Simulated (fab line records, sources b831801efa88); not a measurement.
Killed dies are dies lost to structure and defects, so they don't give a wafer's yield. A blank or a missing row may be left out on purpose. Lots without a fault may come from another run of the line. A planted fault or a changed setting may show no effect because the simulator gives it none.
A struck lot beside a sound one | flow sky130 | 43 steps out of a route of 708
Sound: wafers L982.1, L982.2, L982.5. Struck: wafer L978.6. (L978.1, L978.4 of the same lot were not struck and are left out.) The cause comes at the end.
At each step with rows: each side's tool, then ch and its chambers, then its first start. Under that, the readings that differ: sound wafers | struck wafers | difference of the means | sigmas: that difference in standard deviations of wafers without a fault.
alike: readings whose means differ by less than 2 such deviations, and words and numbers that are the same on both sides. not compared: withheld readings, readings that some wafer has no value for, bounds like >300 that may hide the same value, and numbers for which the record gives no deviation and whose values overlap.
The two part at a step that has a row with sigmas, a row that says differs or no value, or rows on one side only. Numbers that don't overlap but have no deviation are shown without sigmas and don't part them. A reading that every wafer of one side lacks parts them only if that side has two wafers or more.

first, 3 steps without rows for these wafers: SKY_VIA4_STRIP_14 (strips in post etch residue remover, time 1200 s); SKY_VIA4_CLEAN_15 (cleans in IPA, time 180 s); SKY_VIA4_CLEAN_16 (cleans in O3/DIW).
SKY_VIA4_SPUTTER_17: material TiN, target thk 20 nm, time 80 s.
  sound on pvd_sputter-04, day 46 23:08; struck on pvd_sputter-04, day 45 20:45
  alike: throttle_valve_pct
then, 1 step without rows for these wafers: SKY_VIA4_CVD_18 (deposits W, target thk 505 nm, time 152.14 s).
SKY_VIA4_RS_MEAS_19: measures by four-point-probe.
  sound on film_metro-02, day 46 23:30; struck on film_metro-02, day 45 20:58
  alike: VIA4_W_RS
SKY_VIA4_THK_MEAS_20: measures by xrf.
  sound on film_metro-02, day 46 23:37; struck on film_metro-02, day 45 21:05
  alike: VIA4_W_THK
then, 4 steps without rows for these wafers: SKY_VIA4_CMP_21 (polishes, stops on SiO2, t overpolish 25 s, target thk 0 nm); SKY_METAL5_SPUTTER_00 (material Ti, target thk 15 nm, time 10 s); SKY_METAL5_SPUTTER_01 (material TiN, target thk 20 nm, time 16.7 s); SKY_METAL5_SPUTTER_02 (material AlCu, target thk 1150 nm, time 61.2 s).
SKY_METAL5_SPUTTER_03: material Ti, target thk 5 nm, time 3.3 s.
  sound on pvd_sputter-02, day 47 00:05; struck on pvd_sputter-01, day 45 21:32
  alike: throttle_valve_pct
SKY_METAL5_SPUTTER_04: material TiN, target thk 70 nm, time 58.3 s.
  sound on pvd_sputter-02, day 47 00:06; struck on pvd_sputter-01, day 45 21:34
  alike: throttle_valve_pct
SKY_METAL5_RS_MEAS_05: measures by four-point-probe.
  sound on film_metro-01, day 47 00:09; struck on film_metro-03, day 45 21:37
  alike: METAL5_ALCU_RS
SKY_METAL5_THK_MEAS_06: measures by xrf.
  sound on film_metro-01, day 47 00:16; struck on film_metro-03, day 45 21:44
  alike: METAL5_ALCU_THK
then, 7 steps without rows for these wafers: SKY_METAL5_DEHYDRATE_07 (time 60 s); SKY_METAL5_HMDS_08 (prime time 60 s); SKY_METAL5_COAT_09 (resist thk 1800 nm); SKY_METAL5_SOFTBAKE_10 (time 60 s); SKY_METAL5_EXPOSE_11 (exposes mask MM5, target cd 1600 nm); SKY_METAL5_PEB_12; SKY_METAL5_DEVELOP_13 (develop time 60 s).
SKY_METAL5_DESCUM_14: chemistry O2, time 11 s.
  sound on rie_metal-02 ch 0,1, day 47 20:03; struck on rie_metal-03 ch 1, day 46 18:01
  alike: drypump_motor_current_A, he_backside_leak_sccm, oes_product_au
  not compared: rf_hours_counter_h
then, 5 steps without rows for these wafers: SKY_METAL5_METAL_ETCH_15 (etches the open film in Cl2/BCl3, stops on SiO2, target depth 1260 nm, time 252 s); SKY_METAL5_STRIP_16 (strips in O2/N2); SKY_METAL5_STRIP_17 (strips in post etch residue remover, time 1200 s); SKY_METAL5_CLEAN_18 (cleans in IPA, time 180 s); SKY_METAL5_CLEAN_19 (cleans in O3/DIW).
SKY_PASSIVATION_CVD_00: deposits SiO2, target thk 90 nm.
  sound on pecvd-02 ch 0,1,2, day 47 20:55; struck on pecvd-03 ch 2, day 46 18:55
  reading            | sound       | struck | difference | sigmas
  heater_power_w (W) | 555 634 596 | 826    | +231       | +3
  alike: susceptor_temp_C
SKY_PASSIVATION_THK_MEAS_01:
  sound on film_metro-03, day 47 20:56; struck on film_metro-03, day 46 18:56
  alike: PASSIVATION_CVD_00_THK
SKY_PASSIVATION_CVD_02: deposits Si3N4, target thk 540 nm.
  sound on pecvd-03 ch 0,1, day 47 20:59; struck on pecvd-04 ch 2, day 46 19:00
  reading            | sound       | struck | difference | sigmas
  heater_power_w (W) | 886 911 908 | 694    | -208       | -2
  alike: susceptor_temp_C
SKY_PASSIVATION_THK_MEAS_03:
  sound on film_metro-01, day 47 21:13; struck on film_metro-04, day 46 19:14
  alike: PASSIVATION_CVD_02_THK
then, 10 steps without rows for these wafers: SKY_PASSIVATION_DEHYDRATE_04 (time 60 s); SKY_PASSIVATION_HMDS_05 (prime time 60 s); SKY_PASSIVATION_COAT_06 (resist thk 3000 nm); SKY_PASSIVATION_SOFTBAKE_07; SKY_PASSIVATION_EXPOSE_08 (exposes mask NSM, target cd 3000 nm); SKY_PASSIVATION_PEB_09; SKY_PASSIVATION_DEVELOP_10 (develop time 60 s); SKY_PASSIVATION_ETCH_11 (etches the open film in CF4/O2, stops on AlCu, target depth 725 nm, time 161.1 s); SKY_PASSIVATION_STRIP_12 (strips in O2/N2); SKY_PAD_OPEN_DEHYDRATE_00 (time 60 s).
SKY_PAD_OPEN_PROBE_99:
  sound on prober-02, day 49 12:46; struck on prober-01, day 48 13:32
  reading                               | sound               | struck | difference | sigmas
  defect_limited_yield (%)              | 82.1 78.5 80.3      | 68.5   | -11.8      | -7
  killed_at_M4_up                       | 7 2 3               | 67     | +63        | +33
  killed_dies                           | 88 106 97           | 155    | +58        | +7
  sort_bin_3_pad_short (%)              | 0.2 0.8 0.4         | 3.5    | +3.0       | +7
  sort_bin_5_function (%)               | 10.4 13.8 10.2      | 19.7   | +8.2       | +6
  sort_n_pass                           | 404 386 395         | 337    | -58        | -7
  sort_yield_pct (%)                    | 82.1 78.5 80.3      | 68.5   | -11.8      | -7
  model.etest.tester.sort_n_pass        | 404 386 395         | 337    | -58        |
  model.etest.tester.sort_yield_pct (%) | 82.11 78.46 80.28   | 68.5   | -11.8      |
  model.etest.tester.sort_bin_5_pct (%) | 10.37 13.82 10.16   | 19.72  | +8.27      |
  model.etest.tester.sort_bin_3_pct (%) | 0.2033 0.813 0.4065 | 3.455  | +2.981     |
  alike: killed_at_M0_to_M3, killed_at_contacts, killed_at_front_end, killed_at_other, killed_open, killed_short, sort_bin_6_memory

WHERE THEY PART
First at SKY_PASSIVATION_CVD_00; last, within this record, at SKY_PAD_OPEN_PROBE_99.

WHY: what the simulator had put in
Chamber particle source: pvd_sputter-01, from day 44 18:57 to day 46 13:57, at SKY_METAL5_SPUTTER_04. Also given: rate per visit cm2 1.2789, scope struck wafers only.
